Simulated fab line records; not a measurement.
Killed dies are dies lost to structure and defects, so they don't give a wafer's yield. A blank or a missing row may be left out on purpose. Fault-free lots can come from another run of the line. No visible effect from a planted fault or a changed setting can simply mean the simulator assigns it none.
A struck lot beside a sound one || flow sky130 || 16 out of 708 route steps
Sound: these wafers, L651.1, L651.3, L651.5. Struck: wafer L658.6 (left out: L658.3, a lot-mate that was not struck); the cause follows at the end.
Order at every step that has rows: each side's tool, ch and its chambers, its first start. Under that, the readings that differ: sound wafers || struck wafers || difference of the means || sigmas: that difference in standard deviations of wafers without a fault.
alike: same words and numbers on both sides, and readings whose means sit less than 2 such deviations apart. not compared: any withheld reading, any reading some wafer has no value for, any bound like >300 that may hide the same value, and any number with overlapping values for which the record gives no deviation.
Wherever a step has rows on one side only, a row that says differs or no value, or a row with sigmas, the two part there. Numbers that don't overlap but have no deviation are shown without sigmas and don't part them. A reading that every wafer of one side lacks parts them only if that side has two wafers or more.

first, 1 step without rows for these wafers: SKY_VT_ADJUST_HVTR_DEVELOP_06 (develop time 60 s).
SKY_VT_ADJUST_HVTR_CD_MEAS_07 targets a cd of 380 nm.
  sound on cd-sem-02, day 13 02:05; struck on cd-sem-02, day 14 23:40
  alike: cd-nm
SKY_VT_ADJUST_HVTR_OVL_MEAS_08:
  sound on overlay-01, day 13 02:13; struck on overlay-02, day 14 23:46
  alike: VT_ADJUST_HVTR_OVL
then, 1 step without rows for these wafers: SKY_VT_ADJUST_HVTR_IMPLANT_09.
SKY_VT_ADJUST_HVTR_STRIP_10: strips in O2/N2.
  sound on plasma-asher-04 ch 0,1, day 13 02:23; struck on plasma-asher-03 ch 1, day 14 23:58
  alike: drypump-motor-current-A, oes-product-au, strip-time-to-endpoint-s
  not compared: rf-hours-counter-h
SKY_VT_ADJUST_HVTR_TW_MEAS_11:
  sound on film-metro-02, day 13 02:29; struck on film-metro-04, day 15 00:03
  alike: VT_ADJUST_HVTR_TW
then, 6 steps without rows for these wafers: SKY_VT_ADJUST_PCH_DEHYDRATE_00 (time 60 s); SKY_VT_ADJUST_PCH_HMDS_01 (prime time 60 s); SKY_VT_ADJUST_PCH_COAT_02 (resist thk 3000 nm); SKY_VT_ADJUST_PCH_SOFTBAKE_03; SKY_VT_ADJUST_PCH_EXPOSE_04 (exposes mask NWM, target cd 840 nm); SKY_VT_ADJUST_PCH_PEB_05.
SKY_VT_ADJUST_PCH_DEVELOP_06: develop time 60 s.
  sound on litho-track-03 ch 0, day 14 03:00; struck on litho-track-03 ch 0, day 16 03:00
SKY_VT_ADJUST_PCH_OVL_MEAS_07:
  sound on overlay-02, day 14 03:41; struck on overlay-02, day 16 03:18
  not compared: VT_ADJUST_PCH_OVL
then, 1 step without rows for these wafers: SKY_VT_ADJUST_PCH_IMPLANT_08.
-- record jumps: 34 days separate the struck wafers' starts on either side; left off in module VT_ADJUST_PCH, taken up again in module PAD_OPEN, whose first shown step is the route's number 708 --
SKY_PAD_OPEN_PROBE_99:
  sound on prober-02, day 48 14:53; struck on prober-02, day 49 22:59
{"reading": "killed-at-front-end", "sound": "25 16 10", "struck": 421, "difference": "+404", "sigmas": "+90"}
{"reading": "killed-dies", "sound": "85 91 91", "struck": 492, "difference": "+403", "sigmas": "+41"}
{"reading": "killed-on-rim", "sound": "19 18 20", "struck": 96, "difference": "+77", "sigmas": "+20"}
  alike: killed_at_M0_to_M3, killed_at_M4_up, killed-at-contacts, killed-at-other, killed-open, killed-short

== WHERE THEY PART ==
Within this record, at SKY_PAD_OPEN_PROBE_99 only.

WHY: whatever the simulator had introduced
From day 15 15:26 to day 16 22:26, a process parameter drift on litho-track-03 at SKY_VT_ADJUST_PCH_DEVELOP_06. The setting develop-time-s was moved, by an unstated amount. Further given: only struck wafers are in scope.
